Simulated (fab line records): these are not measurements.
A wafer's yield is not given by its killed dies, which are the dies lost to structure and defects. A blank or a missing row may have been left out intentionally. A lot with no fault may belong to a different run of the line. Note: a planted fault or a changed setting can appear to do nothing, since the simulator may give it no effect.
Matching of chambers + flow sky130 + SKY_VIA3_CMP_02 on cmp-01: 4 sister chambers
The step polishes SiO2. 17 wafers are shown with their chamber, then 8 later ones without.

EACH WAFER AND ITS CHAMBER
| wafer  | chamber | motor-current-A (A) |
|--------|---------|---------------------|
| L276.1 | 1       | 10.7                |
| L276.2 | 3       | 10.3                |
| L276.3 | 0       | 12.9                |
| L279.2 | 3       | 9.9                 |
| L279.4 | 1       | 11.6                |
| L279.6 | 0       | 12.8                |
| L280.3 | 3       | 9.9                 |
| L280.4 | 2       | 13.2                |
| L280.6 | 3       | 10.0                |
| L281.2 | 0       | 12.8                |
| L281.3 | 1       | 11.3                |
| L281.5 | 0       | 12.9                |
| L284.1 | 0       | 12.6                |
| L284.2 | 3       | 9.8                 |
| L284.4 | 2       | 13.1                |
| L285.3 | 2       | 12.9                |
| L285.5 | 2       | 12.5                |

SIGNATURES, as means of the wafers listed above
| reading         | chamber 0 | chamber 1 | chamber 2 | chamber 3 | scatter within a chamber |
|-----------------|-----------|-----------|-----------|-----------|--------------------------|
| motor-current-A | 12.800    | 11.200    | 12.925    | 9.980     | 0.265                    |
Rule: distance of a wafer from a chamber = root of the sum over the readings of ((wafer's reading minus chamber's mean) / reading's scatter) squared. The wafer belongs to the nearest chamber; if the next one is less than 2 further off, it can't be placed. The scatter: take each reading less its chamber's mean, square it, sum over the shown wafers, divide by the number of wafers less the number of chambers, and take the root.

WAFERS MISSING THEIR CHAMBER
| wafer  | motor-current-A (A) |
|--------|---------------------|
| L285.6 | 11.9                |
| L294.1 | 12.8                |
| L294.4 | 12.1                |
| L295.1 | 10.2                |
| L295.4 | 12.9                |
| L298.1 | 10.9                |
| L298.2 | 13.1                |
| L298.5 | 10.2                |

THE CHAMBER EACH PASSED THROUGH
| wafer  | from the rows above          | in truth |
|--------|------------------------------|----------|
| L285.6 | can't be placed: 1 or 0 or 2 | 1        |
| L294.1 | can't be placed: 0 or 2      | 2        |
| L294.4 | can't be placed: 0 or 2 or 1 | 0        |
| L295.1 | 3                            | 3        |
| L295.4 | can't be placed: 2 or 0      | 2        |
| L298.1 | 1                            | 1        |
| L298.2 | can't be placed: 2 or 0      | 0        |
| L298.5 | 3                            | 3        |
Correct placement for 3 of the 8. These rows do not allow placing 5 (true chamber among the candidates in 5). Placed wrongly: 0.
